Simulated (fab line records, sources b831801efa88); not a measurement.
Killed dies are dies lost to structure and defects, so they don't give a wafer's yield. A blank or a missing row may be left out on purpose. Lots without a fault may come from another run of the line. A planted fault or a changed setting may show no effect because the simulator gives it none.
Chamber matching | flow sky130 | SKY_VIA1_CMP_02 on cmp-01: 4 sister chambers
The step polishes SiO2. 4 wafers are shown with their chamber, then 12 later ones without.

WAFERS WITH THEIR CHAMBER
wafer  | chamber | motor_current_A (A)
L083.5 | 2       | 11.2
L087.1 | 1       | 10.5
L087.2 | 3       | 12.1
L087.5 | 0       | 12.1

WAFERS WITHOUT THEIR CHAMBER
wafer  | motor_current_A (A)
L090.2 | 10.8
L090.3 | 11.1
L090.6 | 12.2
L090.1 | 12.5
L090.4 | 11.8
L090.5 | 10.4
L091.2 | 11.0
L091.3 | 11.7
L091.5 | 10.2
L092.1 | 10.5
L092.2 | 11.0
L092.6 | 11.8

WHICH CHAMBER EACH WENT THROUGH
wafer  | from the rows above          | in truth
L090.2 | can't be placed: 1 or 2      | 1
L090.3 | can't be placed: 2 or 1      | 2
L090.6 | can't be placed: 0 or 3      | 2
L090.1 | can't be placed: 0 or 3      | 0
L090.4 | can't be placed: 0 or 3 or 2 | 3
L090.5 | 1                            | 1
L091.2 | can't be placed: 2 or 1      | 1
L091.3 | can't be placed: 0 or 3 or 2 | 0
L091.5 | 1                            | 1
L092.1 | 1                            | 1
L092.2 | can't be placed: 2 or 1      | 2
L092.6 | can't be placed: 0 or 3 or 2 | 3
Placed correctly: 3 of 12. Can't be placed from these rows: 9 (the true chamber is among the candidates in 8). Placed wrongly: 0.
How it was worked out, from the rows above alone: a wafer's distance from a chamber is the root of the sum, over the readings, of the square of ((its reading less the chamber's mean) divided by the reading's scatter). The wafer belongs to the nearest chamber; if the next one is less than 2 further off, it can't be placed. A chamber's mean is the mean of its shown wafers. The scatter: with one shown wafer a chamber, the root of the mean of the squares of how far each hidden wafer lies from its nearest shown one.
